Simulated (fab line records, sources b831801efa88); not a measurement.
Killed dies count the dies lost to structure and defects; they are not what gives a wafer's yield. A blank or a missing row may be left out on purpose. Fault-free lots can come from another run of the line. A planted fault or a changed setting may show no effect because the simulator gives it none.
Chamber matching -- flow gf180mcu -- GF_V3_CMP_04 on cmp-01: 4 sister chambers
The step polishes SiO2. 4 wafers are shown with their chamber, then 7 later ones without.

EACH WAFER AND ITS CHAMBER
wafer,chamber,timeToEndpointS (s)
L310.6,1,78
L312.6,0,83
L314.1,3,82
L314.3,2,71

WAFERS WITH NO CHAMBER GIVEN
wafer,timeToEndpointS (s)
L314.4,78
L315.2,75
L315.3,73
L315.6,78
L317.1,79
L317.2,76
L317.5,81

EACH ONE'S CHAMBER
wafer,from the rows above,in truth
L314.4,1,1
L315.2,can't be placed: 1 or 2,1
L315.3,can't be placed: 2 or 1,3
L315.6,1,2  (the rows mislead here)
L317.1,can't be placed: 1 or 3 or 0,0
L317.2,can't be placed: 1 or 2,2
L317.5,can't be placed: 3 or 0 or 1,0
Correct placement for 1 of the 7. Cannot be placed on the basis of these rows: 5; the candidates contain the true chamber in 4. Wrongly placed: 1.
How it was worked out, from the rows above alone: a wafer's distance from a chamber is the root of the sum, over the readings, of the square of ((its reading less the chamber's mean) divided by the reading's scatter). If the next closest chamber is less than 2 further off than the closest, the wafer can't be placed; otherwise it belongs to the closest. A chamber's mean is the mean of its shown wafers. The scatter: root of mean squared gap, hidden wafer to nearest shown wafer, with one shown wafer a chamber.
